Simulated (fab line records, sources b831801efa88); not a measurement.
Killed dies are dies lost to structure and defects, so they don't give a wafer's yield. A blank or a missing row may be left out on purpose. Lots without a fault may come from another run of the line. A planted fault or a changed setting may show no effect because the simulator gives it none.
Which tool did it? | flow gf180mcu | 13 lots, 39 wafers sampled, at 6 steps of a route of 602

WHAT THE GAUGES READ, wafer by wafer
GF_STI_THK_MEAS_24. Usual: STI_CVD_23_THK 643 nm, standard deviation 7.8.
lot  | measured    | on            | STI_CVD_23_THK (nm) | flag
L641 | day 2 03:17 | film_metro-02 | 634 646 650         |
L643 | day 2 16:28 | film_metro-04 | 640 649 640         |
L644 | day 2 18:33 | film_metro-02 | 634 632 650         |
L649 | day 4 00:54 | film_metro-02 | 636 635 638         |
L650 | day 4 06:25 | film_metro-04 | 654 642 646         |
L651 | day 4 13:16 | film_metro-01 | 634 653 639         |
L652 | day 4 13:17 | film_metro-04 | 645 648 641         |
L654 | day 5 04:46 | film_metro-04 | 641 648 643         |
L658 | day 5 19:44 | film_metro-01 | 636 651 655         |
L660 | day 6 06:40 | film_metro-01 | 660 663 643         |
L661 | day 6 11:42 | film_metro-04 | 640 636 637         |
L663 | day 6 20:26 | film_metro-04 | 634 643 629         |
L664 | day 7 00:42 | film_metro-01 | 640 634 648         |

GF_NWELL_OVL_MEAS_07. Usual: NWELL_OVL -0.4 nm, standard deviation 2.1.
lot  | measured    | on         | NWELL_OVL (nm) | flag
L641 | day 3 07:39 | overlay-01 | 0.4 -0.6 0.6   |
L643 | day 3 21:43 | overlay-02 | -0.8 -2.0 -0.9 |
L644 | day 3 23:15 | overlay-02 | - - -          | OFF
L649 | day 5 09:28 | overlay-02 | -3.2 0.4 -1.3  |
L650 | day 5 18:35 | overlay-01 | -2.2 -1.4 -2.8 |
L651 | day 6 00:06 | overlay-02 | 2.3 0.1 1.1    |
L652 | day 6 00:01 | overlay-02 | -4.7 -2.4 -4.9 |
L654 | day 6 12:14 | overlay-01 | -1.9 -1.7 -2.5 |
L658 | day 7 05:20 | overlay-01 | 0.1 1.1 -1.6   |
L660 | day 7 14:36 | overlay-02 | -1.0 -0.6 -1.8 |
L661 | day 7 21:00 | overlay-02 | -3.2 -1.6 -2.6 |
L663 | day 8 07:18 | overlay-02 | -0.7 -4.1 -1.6 |
L664 | day 8 11:19 | overlay-02 | 1.7 2.4 2.9    |

GF_NWELL_TW_MEAS_11. Usual: NWELL_TW 1570, standard deviation 16.
lot  | measured    | on            | NWELL_TW       | flag
L641 | day 3 08:05 | film_metro-03 | 1586 1587 1578 |
L643 | day 3 22:09 | film_metro-01 | 1561 1563 1566 |
L644 | day 3 23:43 | film_metro-01 | 30 30 30       | OFF
L649 | day 5 09:54 | film_metro-02 | 1542 1551 1541 |
L650 | day 5 19:02 | film_metro-01 | 1565 1578 1566 |
L651 | day 6 00:32 | film_metro-01 | 1573 1568 1571 |
L652 | day 6 00:28 | film_metro-03 | 1583 1589 1594 |
L654 | day 6 12:41 | film_metro-03 | 1599 1590 1591 |
L658 | day 7 05:46 | film_metro-01 | 1573 1576 1578 |
L660 | day 7 15:03 | film_metro-02 | 1546 1547 1550 |
L661 | day 7 21:26 | film_metro-03 | 1574 1579 1575 |
L663 | day 8 07:45 | film_metro-01 | 1568 1566 1571 |
L664 | day 8 11:45 | film_metro-02 | 1545 1543 1540 |

GF_VT_IMPLANT_OVL_MEAS_29. Usual: VT_IMPLANT_02_OVL -0.2 nm, standard deviation 1.3.
lot  | measured     | on         | VT_IMPLANT_02_OVL (nm) | flag
L641 | day 6 17:29  | overlay-02 | 1.6 -1.6 1.1           |
L643 | day 7 10:24  | overlay-02 | -0.1 -2.3 -2.6         |
L644 | day 7 13:15  | overlay-02 | -0.8 -1.0 0.8          |
L649 | day 9 07:01  | overlay-02 | -2.8 -2.2 -2.9         |
L650 | day 9 19:09  | overlay-01 | -0.1 -0.2 -1.2         |
L651 | day 10 02:33 | overlay-02 | -3.6 -0.3 0.0          |
L652 | day 10 01:06 | overlay-02 | -0.8 -0.3 0.0          |
L654 | day 10 13:41 | overlay-01 | 0.5 0.5 -0.8           |
L658 | day 11 15:03 | overlay-01 | 1.1 1.2 0.6            |
L660 | day 12 01:42 | overlay-02 | -3.1 -0.7 -0.2         |
L661 | day 12 09:17 | overlay-01 | -1.3 1.8 1.5           |
L663 | day 12 20:42 | overlay-02 | -1.4 -1.1 0.1          |
L664 | day 13 01:39 | overlay-01 | 0.4 1.4 0.1            |

GF_VT_IMPLANT_RS_MEAS_47: measures by four-point-probe. Usual: NWELL_RS 488.4 ohm/sq, standard deviation 1.4.
lot  | measured     | on            | NWELL_RS (ohm/sq) | flag
L641 | day 7 09:22  | film_metro-02 | 487.1 488.0 488.4 |
L643 | day 8 03:07  | film_metro-01 | 487.9 487.6 486.4 |
L644 | day 8 06:04  | film_metro-03 | 489.0 490.1 489.6 |
L649 | day 10 01:05 | film_metro-03 | 488.9 488.6 489.1 |
L650 | day 10 13:25 | film_metro-01 | 486.7 487.6 486.8 |
L651 | day 10 21:26 | film_metro-02 | 489.8 489.0 488.1 |
L652 | day 10 19:52 | film_metro-03 | 487.9 486.7 488.5 |
L654 | day 11 08:23 | film_metro-03 | 486.3 488.1 488.0 |
L658 | day 12 11:07 | film_metro-03 | 489.4 490.6 489.5 |
L660 | day 12 21:34 | film_metro-01 | 487.6 488.1 487.0 |
L661 | day 13 06:17 | film_metro-03 | 490.2 489.8 490.8 |
L663 | day 13 17:35 | film_metro-01 | 488.8 488.2 488.4 |
L664 | day 13 22:51 | film_metro-01 | 486.8 486.6 488.5 |

WHICH TOOL RAN EACH LOT (tool, then ch and the chambers of the sampled wafers, then the start)
lot  | GF_NWELL_EXPOSE_04
L641 | iline_stepper-01 ch 0, day 3 00:50
L643 | iline_stepper-02 ch 0, day 3 15:31
L644 | iline_stepper-02 ch 0, day 3 17:01
L649 | iline_stepper-02 ch 0, day 5 02:29
L650 | iline_stepper-02 ch 0, day 5 11:36
L651 | iline_stepper-01 ch 0, day 5 16:55
L652 | iline_stepper-02 ch 0, day 5 16:42
L654 | iline_stepper-02 ch 0, day 6 05:11
L658 | iline_stepper-02 ch 0, day 6 21:28
L660 | iline_stepper-02 ch 0, day 7 07:20
L661 | iline_stepper-02 ch 0, day 7 12:57
L663 | iline_stepper-02 ch 0, day 7 23:46
L664 | iline_stepper-01 ch 0, day 8 04:22
- GF_NWELL_EXPOSE_04: exposes mask Nwell, target cd 860 nm.

WHAT THE TOOLS THEMSELVES READ (means of the sampled wafers that have a number; where no wafer has one, the mark that the record gives instead)
The record holds no such reading with a usual standard deviation.

THE ANSWER, worked out from the rows above alone
Rule: a lot is off if the mean of its wafers that have a number lies more than 3 standard deviations from the usual mean. A lot without any number at a reading at which 4 lots or more have one is off too. The other lots that the step has rows for count as sound. The gauges are gone through in route order, then the tools' own readings, and for those a lot's mean is taken as printed above. The first step at which some lot is off is used, and at that step the reading that is off furthest; a lot without a number counts as furthest.
Off: L644, at GF_NWELL_OVL_MEAS_07 (NWELL_OVL). Without a number there: L644.
A tool fits if, at a process step before that reading, it ran every lot that is off, and no sound lot after the first of them. The gauges at GF_NWELL_OVL_MEAS_07 aren't tried: what is off there is off at GF_NWELL_TW_MEAS_11 too, on other tools, and a gauge's error can't cause that. None of those tried fits.

WHAT THE SIMULATOR HAD PUT IN
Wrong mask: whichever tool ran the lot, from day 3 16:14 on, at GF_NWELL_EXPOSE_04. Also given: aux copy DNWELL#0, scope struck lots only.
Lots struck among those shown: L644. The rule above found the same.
